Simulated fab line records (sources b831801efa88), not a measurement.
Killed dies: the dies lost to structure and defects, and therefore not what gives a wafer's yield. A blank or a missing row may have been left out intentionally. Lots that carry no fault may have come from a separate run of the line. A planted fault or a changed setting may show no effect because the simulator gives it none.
Comparing a struck lot with a sound one    flow sky130    19 out of 708 route steps
Sound: these wafers, L524.3, L524.5, L524.6. The struck wafers were L518.4, L518.5, L518.6. The cause is given at the end.
Order at every step that has rows: each side's tool, ch and its chambers, its first start. Under that, the readings that differ: sound wafers    struck wafers    difference of the means    sigmas: that difference in standard deviations of wafers without a fault.
alike: words and numbers the same on both sides, and readings whose means are apart by under 2 such deviations; not compared: readings that were withheld, readings missing a value for some wafer, numbers with overlapping values and no deviation given by the record, and bounds like >300 which may hide the same value.
A row with sigmas, a row that says differs or no value, or rows on one side alone: a step with any of these is where the two part. Numbers that have no deviation but don't overlap get no sigmas and don't part them. A reading that every wafer of one side lacks parts them only if that side has two wafers or more.

SKY_VIA4_ETCH_12: etches SiO2 in C4F8/O2/Ar, stops on TiN, target depth 580 nm.
  sound on rieDiel-03 ch 0,3, day 47 21:48; struck on rieDiel-01 ch 1,2,3, day 46 10:15
  alike: biasW, oesProductAu
SKY_VIA4_STRIP_13: strips in O2/N2.
  sound on plasmaAsher-02 ch 0,1, day 47 21:54; struck on plasmaAsher-01 ch 0,1, day 46 10:21
  alike: drypumpMotorCurrentA, o2FlowSccm, oesProductAu, stripTimeToEndpointS
  not compared: rfHoursCounterH
then, 4 steps without rows for these wafers: SKY_VIA4_STRIP_14 (strips in post etch residue remover, time 1200 s); SKY_VIA4_CLEAN_15 (cleans in IPA, time 180 s); SKY_VIA4_CLEAN_16 (cleans in O3/DIW); SKY_VIA4_SPUTTER_17 (material TiN, target thk 20 nm, time 80 s).
SKY_VIA4_CVD_18: deposits W, target thk 505 nm, time 152.14 s.
  sound on cvdW-02 ch 0,1, day 47 22:34; struck on cvdW-01 ch 0,1, day 46 11:02
  alike: heaterPowerW
SKY_VIA4_RS_MEAS_19: uses a four-point probe to measure.
  sound on filmMetro-01, day 47 22:43; struck on filmMetro-03, day 46 11:11
  alike: VIA4_W_RS
SKY_VIA4_THK_MEAS_20: measures by xrf.
  sound on filmMetro-01, day 47 22:49; struck on filmMetro-03, day 46 11:17
  alike: VIA4_W_THK
SKY_VIA4_CMP_21: polishes, stops on SiO2, t overpolish 25 s, target thk 0 nm.
  sound on cmp-02 ch 0,3, day 47 22:54; struck on cmp-02 ch 2,3, day 46 11:22
reading             sound                 struck                difference  sigmas
overpolishRunS (s)  24.985 24.990 24.976  25.005 24.994 25.009  +0.019      +2
  alike: motorCurrentA, platenRpm, timeToEndpointS
SKY_METAL5_SPUTTER_00: material Ti, target thk 15 nm, time 10 s.
  sound on pvdSputter-02, day 47 23:09; struck on pvdSputter-03, day 46 11:37
  alike: cathodeDcPowerW, chamberPressurePa, throttleValvePct
then, 1 step without rows for these wafers: SKY_METAL5_SPUTTER_01 (material TiN, target thk 20 nm, time 16.7 s).
SKY_METAL5_SPUTTER_02: material AlCu, target thk 1150 nm, time 61.2 s.
  sound on pvdSputter-02, day 47 23:12; struck on pvdSputter-03, day 46 11:40
  no value came back on the struck wafers for cathodeDcPowerW (W), chamberPressurePa (Pa), throttleValvePct (%), timeS (s); on the sound wafers cathodeDcPowerW (W) reads 10600 10600 10599
then, 2 steps without rows for these wafers: SKY_METAL5_SPUTTER_03 (material Ti, target thk 5 nm, time 3.3 s); SKY_METAL5_SPUTTER_04 (material TiN, target thk 70 nm, time 58.3 s).
SKY_METAL5_RS_MEAS_05: uses a four-point probe to measure.
  sound on filmMetro-03, day 47 23:22; struck on filmMetro-02, day 46 11:50
reading                  sound                    struck                difference  sigmas
METAL5_ALCU_RS (ohm/sq)  0.02687 0.02689 0.02687  8.6203 8.6277 8.6483  +8.6052     +99 or more
SKY_METAL5_THK_MEAS_06: measures by xrf.
  sound on filmMetro-03, day 47 23:28; struck on filmMetro-02, day 46 11:56
reading               sound           struck    difference  sigmas
METAL5_ALCU_THK (nm)  1156 1155 1152  <0 <0 <0  differs     
then, 1 step without rows for these wafers: SKY_METAL5_DEHYDRATE_07 (time 60 s).
-- the record jumps here: 3 days lie between the struck wafers' starts before and after (it left off in module METAL5 and takes up again in module PAD_OPEN, whose first step shown is number 708 of the route) --
SKY_PAD_OPEN_PROBE_99:
  sound on prober-02, day 50 07:09; struck on prober-02, day 49 01:53
reading                  sound  struck          difference  sigmas
defectLimitedYield (%)   82.3   0 0 0           -82         -39
killed_at_M4_up          3      400 394 409     +398        +99 or more
killedAtOther            0      2 2 1           +2          +3
killedDies               87     492 492 492     +405        +40
killedOnRim              19     96 96 96        +77         +18
sort_bin_5_function (%)  10.0   91.9 89.8 93.5  +81.7       +54
sortNPass                405    0 0 0           -405        -40
sortYieldPct (%)         82.3   0 0 0           -82         -39
  alike: killed_at_M0_to_M3, killedAtContacts, killedAtFrontEnd, killedOpen, killedShort, sort_bin_3_pad_short, sort_bin_6_memory

== WHERE THEY PART ==
Last at SKY_PAD_OPEN_PROBE_99 as far as this record goes, first at SKY_VIA4_CMP_21.

WHY: what had been put in by the simulator
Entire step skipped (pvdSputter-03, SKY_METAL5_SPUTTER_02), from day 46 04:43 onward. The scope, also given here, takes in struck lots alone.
